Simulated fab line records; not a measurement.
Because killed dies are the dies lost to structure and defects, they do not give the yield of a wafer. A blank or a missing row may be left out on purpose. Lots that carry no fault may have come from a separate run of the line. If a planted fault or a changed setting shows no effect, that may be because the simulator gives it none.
Matching of chambers	flow sfq_line	SFQ_TRILAYER_C5_BARC_OPEN_VIA_ETCH_210 on rie_diel-01: 3 sister chambers
The step etches BARC in O2, target depth 125 nm, time 41.7 s. 6 wafers are shown with their chamber, then 6 later ones without.

== WAFERS PAIRED WITH THEIR CHAMBERS ==
wafer	chamber	oes_product_au (a.u.)
L818.4	2	0.687
L820.2	3	0.689
L820.4	3	0.681
L820.5	1	0.688
L823.1	2	0.686
L823.5	1	0.685

== WAFERS WITHOUT THEIR CHAMBER ==
wafer	oes_product_au (a.u.)
L823.6	0.684
L826.3	0.690
L826.4	0.695
L826.6	0.686
L830.2	0.687
L830.3	0.675

== WHICH CHAMBER EACH ONE RAN IN ==
wafer	from the rows above	in truth
L823.6	can't be placed: 3 or 1 or 2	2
L826.3	can't be placed: 2 or 1 or 3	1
L826.4	can't be placed: 2 or 1 or 3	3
L826.6	can't be placed: 1 or 2 or 3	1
L830.2	can't be placed: 2 or 1 or 3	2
L830.3	can't be placed: 3 or 1 or 2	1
0 of 6 placed correctly. Can't be placed from these rows: 6 (the true chamber is among the candidates in 6). 0 placed wrongly.
How it was worked out, from the rows above alone: a wafer's distance from a chamber is the root of the sum, over the readings, of the square of ((its reading less the chamber's mean) divided by the reading's scatter). The wafer belongs to the nearest chamber; if the next one is less than 2 further off, it can't be placed. Each chamber's mean is taken over the wafers shown for it. The scatter: the root of (the sum of the squares of (reading less its chamber's mean) over the shown wafers, divided by (wafers less chambers)).
